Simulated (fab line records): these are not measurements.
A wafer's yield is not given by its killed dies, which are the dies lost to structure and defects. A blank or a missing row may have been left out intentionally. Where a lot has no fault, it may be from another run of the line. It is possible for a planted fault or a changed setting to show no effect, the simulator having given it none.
fab line records -- flow sky130
record lots=13, wafers=39, last_day=50
route steps=708 shown SD_P@329
lots with no fault: from the same line, run without faults
start_h: hours from the record's first day to the start of the lot's first wafer shown -- wait_h: hours since the lot's step before -- " repeats the value in the row above -- L1.1+2: one row covering several wafers at once -- - no value present, or no start provided -- * or withheld: withheld -- < > ~ a bound
route shown NAME@n: names a module that has steps shown in the file, with the first one's number in the route -- usual: mean/standard deviation taken from wafers without a fault -- same: alike in all rows -- chamber/n: place in a boat -- sites: readings site by site -- _std_site: how widely they spread, as a standard deviation -- _edge_site: mean of outer sites minus mean of inner sites -- radius_mm: for every site, how far away it sits from the centre of the wafer -- mask NAME#n: copy n -- behind: the most recent tool/chamber to have shaped the wafer -- hold: cause of the lot's hold/its duration in hours/its outcome -- device: names the non-switching transistor (n, p or np) -- end of line: tests run on the same wafers once the route is complete -- a step given without rows: its recipe and nothing more -- killed: the dies lost at the first sort to structure and to defects; this is not the yield of the wafer -- map: dies across one wafer; x = killed, . = not, _ = none there
set.NAME: the run value of the setting; set.NAME@STEP: its run value at that earlier step -- model.NAME: the simulator's own value behind a step, which no gauge read
steps of the route over a sample of lots; a table a step, a row a wafer
services: from which hour (start_h, from the record's first day; less than 0 if before it) a tool's chamber was out of use, for how many hours, and why
## steps
# step SKY_SD_P_IMPLANT_09
# recipe species=BF2, energy_kev=20, dose_cm2=3e+15, tilt_deg=0
# usual beam_energy_keV=20.001/0.0061
lot.wafer,tool,chamber,start_h,wait_h,beam_energy_keV
L862.1,implanter-03,0,585.70,0.0,20.005
L862.4,implanter-03,0,585.70,0.0,19.995
L862.6,implanter-03,0,585.70,0.0,19.992
L864.1,implanter-02,0,600.15,0.0,20.004
L864.3,implanter-02,0,600.15,0.0,19.999
L864.6,implanter-02,0,600.15,0.0,20.000
L865.1,implanter-04,0,603.41,0.0,19.991
L865.3,implanter-04,0,603.41,0.0,20.004
L865.5,implanter-04,0,603.41,0.0,20.006
L866.2,implanter-02,0,620.69,0.0,20.003
L866.3,implanter-02,0,620.69,0.0,20.006
L866.4,implanter-02,0,620.69,0.0,20.004
L868.1,implanter-02,0,642.46,0.0,19.999
L868.2,implanter-02,0,642.46,0.0,19.993
L868.5,implanter-02,0,642.46,0.0,19.994
L870.1,implanter-03,0,653.21,0.0,20.001
L870.3,implanter-03,0,653.21,0.0,19.990
L870.4,implanter-03,0,653.21,0.0,20.007
L871.2,implanter-04,0,667.29,0.0,19.992
L871.4,implanter-04,0,667.29,0.0,20.000
L871.6,implanter-04,0,667.29,0.0,20.004
L872.2,implanter-03,0,676.82,0.0,20.001
L872.3,implanter-03,0,676.82,0.0,19.991
L872.5,implanter-03,0,676.82,0.0,19.998
L874.2,implanter-03,0,688.83,0.0,19.999
L874.3,implanter-03,0,688.83,0.0,19.996
L874.6,implanter-03,0,688.83,0.0,19.992
L878.4,implanter-03,0,720.32,0.1,20.006
L878.5,implanter-03,0,720.32,0.1,20.011
L878.6,implanter-03,0,720.32,0.1,20.017
L879.1,implanter-03,0,735.60,0.0,19.995
L879.5,implanter-03,0,735.60,0.0,19.995
L879.6,implanter-03,0,735.60,0.0,20.003
L884.1,implanter-04,0,764.75,0.0,20.000
L884.2,implanter-04,0,764.75,0.0,20.005
L884.4,implanter-04,0,764.75,0.0,20.002
L885.1,implanter-02,0,768.01,0.0,20.007
L885.4,implanter-02,0,768.01,0.0,20.003
L885.5,implanter-02,0,768.01,0.0,20.004
# step SKY_SD_P_STRIP_10
# recipe chemistry=O2/N2, power_w=1400, pressure_mtorr=1500, platen_temp_c=withheld, o2_flow_sccm=3000, n2_flow_sccm=300, overash_fraction=0.5
# usual chamber_pressure_mTorr=1500.1/1.5, drypump_motor_current_A=6.21/0.2, o2_flow_sccm=2999/8.2, oes_product_au=0.618/0.0046, strip_time_to_endpoint_s=17.49/0.051
lot.wafer,tool,chamber,start_h,wait_h,chamber_pressure_mTorr,drypump_motor_current_A,o2_flow_sccm,oes_product_au,rf_hours_counter_h,strip_time_to_endpoint_s
L862.1,plasma_asher-04,0,585.85,0.1,1499.8,6.33,2989,0.620,46,17.45
L862.4,plasma_asher-04,0,585.85,0.1,1499.0,6.32,3003,0.618,-,17.52
L862.6,plasma_asher-04,1,585.85,0.1,1499.1,6.25,3002,0.625,-,17.44
L864.1,plasma_asher-04,0,600.30,0.1,1498.3,6.32,2989,0.614,47,17.45
L864.3,plasma_asher-04,1,600.30,0.1,1500.7,6.25,2994,0.622,-,17.43
L864.6,plasma_asher-04,0,600.30,0.1,1501.2,6.34,2989,0.617,-,17.43
L865.1,plasma_asher-02,0,603.56,0.1,1502.2,5.74,3006,0.616,89,17.61
L865.3,plasma_asher-02,1,603.56,0.1,1496.9,6.55,2999,0.625,-,17.57
L865.5,plasma_asher-02,0,603.56,0.1,1500.7,5.75,2994,0.602,-,17.56
L866.2,plasma_asher-04,0,620.81,0.1,1498.7,6.33,3006,0.621,49,17.53
L866.3,plasma_asher-04,1,620.81,0.1,1501.6,6.26,3006,0.612,-,17.50
L866.4,plasma_asher-04,0,620.81,0.1,1499.5,6.34,2995,0.617,-,17.49
L868.1,plasma_asher-04,1,642.61,0.1,1499.5,6.26,2993,0.616,52,17.53
L868.2,plasma_asher-04,0,642.61,0.1,1501.9,6.34,2996,0.614,52,17.49
L868.5,plasma_asher-04,1,642.61,0.1,1497.8,6.27,2993,0.618,-,17.50
L870.1,plasma_asher-02,0,653.36,0.1,1501.1,5.76,2993,0.614,94,17.51
L870.3,plasma_asher-02,0,653.36,0.1,1498.5,5.73,3007,0.618,-,17.51
L870.4,plasma_asher-02,1,653.36,0.1,1500.4,6.49,2987,0.617,-,17.53
L871.2,plasma_asher-03,1,667.41,0.1,1499.7,6.18,2999,0.618,24,17.41
L871.4,plasma_asher-03,1,667.41,0.1,1502.4,6.18,2984,0.618,-,17.46
L871.6,plasma_asher-03,1,667.41,0.1,1500.5,6.15,2999,0.619,-,17.49
L872.2,plasma_asher-04,0,676.95,0.1,1499.0,6.34,2999,0.627,55,17.42
L872.3,plasma_asher-04,0,676.95,0.1,1503.1,6.33,3001,0.623,-,17.45
L872.5,plasma_asher-04,0,676.95,0.1,1497.9,6.34,3003,0.622,-,17.46
L874.2,plasma_asher-02,0,688.95,0.1,1501.1,5.75,2994,0.619,96,17.54
L874.3,plasma_asher-02,1,688.95,0.1,1497.7,6.55,2993,0.617,-,17.52
L874.6,plasma_asher-02,1,688.95,0.1,1500.5,6.56,2990,0.621,-,17.55
L878.4,plasma_asher-04,1,720.43,0.1,1500.5,6.25,3002,0.622,-,17.00
L878.5,plasma_asher-04,1,720.43,0.1,1499.9,6.23,3005,0.619,-,17.54
L878.6,plasma_asher-04,0,720.43,0.1,1501.8,6.36,2987,0.633,-,17.01
L879.1,plasma_asher-04,1,735.75,0.1,1501.5,6.25,3012,0.613,61,17.46
L879.5,plasma_asher-04,0,735.75,0.1,1501.4,6.33,2998,0.614,-,17.47
L879.6,plasma_asher-04,1,735.75,0.1,1501.6,6.24,2994,0.624,-,16.95
L884.1,plasma_asher-03,1,764.90,0.1,1501.6,6.18,2992,0.624,34,17.46
L884.2,plasma_asher-03,0,764.90,0.1,1500.7,5.96,2992,0.618,34,17.49
L884.4,plasma_asher-03,0,764.90,0.1,1500.5,5.93,2993,0.622,-,17.46
L885.1,plasma_asher-03,0,768.16,0.1,1500.7,5.95,2997,0.610,34,17.48
L885.4,plasma_asher-03,1,768.16,0.1,1502.3,6.15,3008,0.612,-,17.45
L885.5,plasma_asher-03,0,768.16,0.1,1499.6,5.96,2988,0.616,-,17.51
# step SKY_SD_P_TW_MEAS_11
# usual SD_P_TW=2829/18
lot.wafer,tool,chamber,start_h,wait_h,SD_P_TW
L862.1,film_metro-03,-,585.95,0.1,2831
L862.4,film_metro-03,-,585.95,0.1,2818
L862.6,film_metro-03,-,585.95,0.1,2820
L864.1,film_metro-02,-,600.40,0.1,2830
L864.3,film_metro-02,-,600.40,0.1,2827
L864.6,film_metro-02,-,600.40,0.1,2826
L865.1,film_metro-03,-,603.66,0.1,2829
L865.3,film_metro-03,-,603.66,0.1,2839
L865.5,film_metro-03,-,603.66,0.1,2829
L866.2,film_metro-03,-,620.92,0.1,2837
L866.3,film_metro-03,-,620.92,0.1,2839
L866.4,film_metro-03,-,620.92,0.1,2839
L868.1,film_metro-04,-,642.71,0.1,2879
L868.2,film_metro-04,-,642.71,0.1,2878
L868.5,film_metro-04,-,642.71,0.1,2879
L870.1,film_metro-03,-,653.46,0.1,2806
L870.3,film_metro-03,-,653.46,0.1,2819
L870.4,film_metro-03,-,653.46,0.1,2830
L871.2,film_metro-03,-,667.52,0.1,2822
L871.4,film_metro-03,-,667.52,0.1,2821
L871.6,film_metro-03,-,667.52,0.1,2828
L872.2,film_metro-03,-,677.06,0.1,2813
L872.3,film_metro-03,-,677.06,0.1,2806
L872.5,film_metro-03,-,677.06,0.1,2821
L874.2,film_metro-03,-,689.06,0.1,2817
L874.3,film_metro-03,-,689.06,0.1,2818
L874.6,film_metro-03,-,689.06,0.1,2806
L878.4,film_metro-03,-,720.53,0.1,2708
L878.5,film_metro-03,-,720.53,0.1,2826
L878.6,film_metro-03,-,720.53,0.1,2696
L879.1,film_metro-02,-,735.85,0.1,2826
L879.5,film_metro-02,-,735.85,0.1,2825
L879.6,film_metro-02,-,735.85,0.1,2693
L884.1,film_metro-03,-,765.00,0.1,2830
L884.2,film_metro-03,-,765.00,0.1,2835
L884.4,film_metro-03,-,765.00,0.1,2832
L885.1,film_metro-04,-,768.26,0.1,2836
L885.4,film_metro-04,-,768.26,0.1,2837
L885.5,film_metro-04,-,768.26,0.1,2844
# step SKY_SD_N_RS_MEAS_17
# recipe thk_meas_gauge=four-point-probe
# usual SD_P_RS=147.2/0.35
lot.wafer,tool,chamber,start_h,wait_h,SD_P_RS[ohm/sq]
L862.1,film_metro-02,-,645.12,0.1,147.2
L862.4,film_metro-02,-,645.12,0.1,147.6
L862.6,film_metro-02,-,645.12,0.1,147.4
L864.1,film_metro-02,-,658.52,0.1,147.0
L864.3,film_metro-02,-,658.52,0.1,146.9
L864.6,film_metro-02,-,658.52,0.1,146.8
L865.1,film_metro-03,-,662.12,0.1,147.0
L865.3,film_metro-03,-,662.12,0.1,147.1
L865.5,film_metro-03,-,662.12,0.1,147.5
L866.2,film_metro-02,-,679.64,0.1,146.6
L866.3,film_metro-02,-,679.64,0.1,146.7
L866.4,film_metro-02,-,679.64,0.1,147.0
L868.1,film_metro-04,-,699.84,0.1,146.8
L868.2,film_metro-04,-,699.84,0.1,147.6
L868.5,film_metro-04,-,699.84,0.1,146.7
L870.1,film_metro-03,-,710.50,0.1,147.9
L870.3,film_metro-03,-,710.50,0.1,148.0
L870.4,film_metro-03,-,710.50,0.1,147.6
L871.2,film_metro-04,-,723.43,0.1,147.3
L871.4,film_metro-04,-,723.43,0.1,147.1
L871.6,film_metro-04,-,723.43,0.1,147.3
L872.2,film_metro-02,-,732.79,0.1,146.8
L872.3,film_metro-02,-,732.79,0.1,146.9
L872.5,film_metro-02,-,732.79,0.1,147.1
L874.2,film_metro-03,-,745.24,0.1,147.5
L874.3,film_metro-03,-,745.24,0.1,147.3
L874.6,film_metro-03,-,745.24,0.1,147.4
L878.4,film_metro-04,-,775.48,0.1,151.2
L878.5,film_metro-04,-,775.48,0.1,147.4
L878.6,film_metro-04,-,775.48,0.1,151.4
L879.1,film_metro-03,-,789.87,0.1,146.9
L879.5,film_metro-03,-,789.87,0.1,147.4
L879.6,film_metro-03,-,789.87,0.1,151.5
L884.1,film_metro-03,-,819.76,0.1,146.7
L884.2,film_metro-03,-,819.76,0.1,147.2
L884.4,film_metro-03,-,819.76,0.1,147.0
L885.1,film_metro-03,-,822.11,0.1,147.0
L885.4,film_metro-03,-,822.11,0.1,146.7
L885.5,film_metro-03,-,822.11,0.1,146.7
## services
tool,chamber,start_h,hours,kind
implanter-02,-,566.80,3.6,repair
plasma_asher-04,-,588.81,0.4,repair
implanter-04,-,647.16,12.9,repair
implanter-03,-,647.29,3.7,repair
plasma_asher-02,-,655.04,9.5,repair
implanter-03,-,663.77,5.9,pm
implanter-02,-,687.41,3.1,pm
implanter-04,-,694.67,2.3,repair
plasma_asher-02,-,733.75,9.0,pm
plasma_asher-02,0,733.75,9.0,vent_cycle
plasma_asher-02,1,733.75,9.0,vent_cycle
plasma_asher-02,0,742.75,-,clean
plasma_asher-02,1,742.75,-,clean
plasma_asher-03,-,757.29,3.5,repair
## key
first_sign step=SKY_SD_P_STRIP_10, reading=strip_time_to_endpoint_s, direction=down, sigmas=9.9, usual=*, struck=*
effect step=SKY_SD_P_TW_MEAS_11, reading=SD_P_TW, direction=down, sigmas=7.4, usual=2829, struck=2699
effect step=SKY_SD_N_RS_MEAS_17, reading=SD_P_RS, direction=up, sigmas=12, usual=147.2, struck=151.3
met_at SKY_SD_P_IMPLANT_09
struck_lots L878,L879
struck_wafers L878.4,L878.6,L879.6
tester_left_out L878,L879
onset_between 688.83 720.32
fault kind=process_parameter_drift, tool=implanter-03, chamber=-, onset_h=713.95, steps=SKY_SD_P_IMPLANT_09, channel=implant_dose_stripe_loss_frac, offset=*, shape=step, end_h=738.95, scope=struck_wafers_only
# tester_left_out: of these lots the tester's yield and bins aren't shown, on N5 and GAA mostly nor the transistor test; their killed dies are dies lost to structure and defects alone, not to doping, threshold or leakage, so they don't give the yield
